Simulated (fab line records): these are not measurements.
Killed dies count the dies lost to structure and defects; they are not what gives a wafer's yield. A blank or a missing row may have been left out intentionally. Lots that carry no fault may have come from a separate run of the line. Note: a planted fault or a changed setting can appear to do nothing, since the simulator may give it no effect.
Chamber matching -- flow sky130 -- SKY_PASSIVATION_CVD_02 on pecvd-03 has 3 sister chambers
The step deposits Si3N4, target thk 540 nm. 6 wafers are shown with their chamber, then 12 later ones without.

## EACH WAFER AND ITS CHAMBER
wafer,chamber,heater power w (W),susceptor temp C (C)
L087.2,0,839,399.92
L087.3,1,894,400.14
L088.5,1,820,399.90
L089.1,2,594,400.08
L089.4,2,472,400.04
L089.6,0,717,400.18

## WAFERS WITHOUT THEIR CHAMBER
wafer,heater power w (W),susceptor temp C (C)
L090.1,859,400.07
L090.3,770,399.90
L090.6,880,399.71
L092.1,545,400.05
L092.2,852,400.05
L092.6,568,400.07
L096.2,542,399.88
L096.5,563,400.20
L096.6,889,399.78
L097.3,743,400.16
L097.4,806,400.41
L097.5,868,400.27

## EACH ONE'S CHAMBER
wafer,from the rows above,in truth
L090.1,can't be placed: 1 or 0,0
L090.3,can't be placed: 0 or 1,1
L090.6,can't be placed: 1 or 0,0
L092.1,2,2
L092.2,can't be placed: 1 or 0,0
L092.6,2,2
L096.2,2,2
L096.5,can't be placed: 2 or 0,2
L096.6,can't be placed: 1 or 0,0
L097.3,can't be placed: 0 or 1 or 2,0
L097.4,can't be placed: 0 or 1 or 2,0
L097.5,can't be placed: 1 or 0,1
Correctly placed: 3 of 12. From these rows, 9 cannot be placed; in 9 the true chamber is one of the candidates. 0 placed wrongly.
How it was worked out, from the rows above alone: a wafer's distance from a chamber is the root of the sum, over the readings, of the square of ((its reading less the chamber's mean) divided by the reading's scatter). If the next closest chamber is less than 2 further off than the closest, the wafer can't be placed; otherwise it belongs to the closest. Each chamber's mean is taken over the wafers shown for it. The scatter: take each reading less its chamber's mean, square it, sum over the shown wafers, divide by the number of wafers less the number of chambers, and take the root.
